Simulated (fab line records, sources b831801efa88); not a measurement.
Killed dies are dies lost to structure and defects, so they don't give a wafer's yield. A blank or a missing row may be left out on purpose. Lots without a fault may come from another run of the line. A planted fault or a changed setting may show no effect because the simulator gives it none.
A struck lot beside a sound one | flow gf180mcu | 20 steps out of a route of 602
Sound: wafers L626.1, L626.3, L626.6. Struck: wafers L615.1, L615.3, L615.6. The cause comes at the end.
At each step with rows: each side's tool, then ch and its chambers, then its first start. Under that, the readings that differ: sound wafers | struck wafers | difference of the means | sigmas: that difference in standard deviations of wafers without a fault.
alike: readings whose means differ by less than 2 such deviations, and words and numbers that are the same on both sides. not compared: withheld readings, readings that some wafer has no value for, bounds like >300 that may hide the same value, and numbers for which the record gives no deviation and whose values overlap.
The two part at a step that has a row with sigmas, a row that says differs or no value, or rows on one side only. Numbers that don't overlap but have no deviation are shown without sigmas and don't part them. A reading that every wafer of one side lacks parts them only if that side has two wafers or more.

first, 1 step without rows for these wafers: GF_POLY_GATE_CVD_00 (deposits poly-Si, target thk 200 nm, time 1200 s).
GF_POLY_GATE_THK_MEAS_01:
  sound on film_metro-04, day 13 17:18; struck on film_metro-03, day 10 11:56
  alike: POLY_GATE_CVD_00_THK
then, 8 steps without rows for these wafers: GF_POLY_GATE_DEHYDRATE_02 (time 60 s); GF_POLY_GATE_HMDS_03 (prime time 60 s); GF_POLY_GATE_COAT_04; GF_POLY_GATE_COAT_05 (resist thk 700 nm); GF_POLY_GATE_SOFTBAKE_06 (time 60 s); GF_POLY_GATE_EXPOSE_07 (exposes mask Poly2, target cd 280 nm); GF_POLY_GATE_PEB_08 (peb time 90 s); GF_POLY_GATE_DEVELOP_09 (develop time 60 s).
GF_POLY_GATE_CD_MEAS_10: target cd 280 nm.
  sound on cd_sem-02, day 14 13:47; struck on cd_sem-02, day 11 06:32
  alike: cd_nm
GF_POLY_GATE_OVL_MEAS_11:
  sound on overlay-02, day 14 13:54; struck on overlay-01, day 11 06:39
  alike: POLY_GATE_OVL
GF_POLY_GATE_ETCH_12: etches BARC in N2/H2.
  sound on rie_diel-04 ch 2,3, day 14 13:56; struck on rie_diel-04 ch 0,3, day 11 06:41
  no value came back on the struck wafers for any of 5 readings (bias_w (W), chamber_pressure_mTorr (mTorr) and others); on the sound wafers bias_w (W) reads 99.59 100.09 100.30
GF_POLY_GATE_ETCH_13: etches poly-Si in HBr/Cl2, stops on SiO2, target depth 198.5 nm, time 69.6 s.
  sound on rie_si-02 ch 0,2, day 14 13:59; struck on rie_si-01 ch 1,2, day 11 06:44
  reading               | sound             | struck            | difference | sigmas
  oes_product_au (a.u.) | 0.993 0.983 0.991 | 0.276 0.269 0.277 | -0.715     | -92
  alike: HBr_flow_sccm, bias_w, drypump_motor_current_A, throttle_valve_pct
  not compared: rf_hours_counter_h
GF_POLY_GATE_STRIP_14: strips in O2/N2.
  sound on plasma_asher-03 ch 0,1, day 14 14:02; struck on plasma_asher-03 ch 0, day 11 06:47
  reading               | sound             | struck            | difference | sigmas
  oes_product_au (a.u.) | 0.508 0.502 0.489 | 0.531 0.528 0.528 | +0.029     | +7
  alike: drypump_motor_current_A, heater_power_w, o2_flow_sccm
  not compared: rf_hours_counter_h
then, 2 steps without rows for these wafers: GF_POLY_GATE_CLEAN_15 (cleans in SC1/SC2, time 150 s); GF_POLY_GATE_OXIDATION_16 (stabilise 600 s, purge 300 s, target thk 4 nm).
GF_POLY_GATE_THK_MEAS_17:
  sound on film_metro-01, day 14 15:46; struck on film_metro-03, day 11 08:46
  alike: POLY_GATE_OXIDATION_THK
GF_POLY_GATE_CD_MEAS_18:
  sound on cd_sem-02, day 14 15:49; struck on cd_sem-01, day 11 08:49
  reading    | sound             | struck | difference                    | sigmas
  cd_nm (nm) | 277.1 274.8 278.0 | - - -  | no value on the struck wafers |
then, 1 step without rows for these wafers: GF_HV_LDD_DEHYDRATE_00 (time 60 s).

WHERE THEY PART
First at GF_POLY_GATE_ETCH_12; last, within this record, at GF_POLY_GATE_CD_MEAS_18.

WHY: what the simulator had put in
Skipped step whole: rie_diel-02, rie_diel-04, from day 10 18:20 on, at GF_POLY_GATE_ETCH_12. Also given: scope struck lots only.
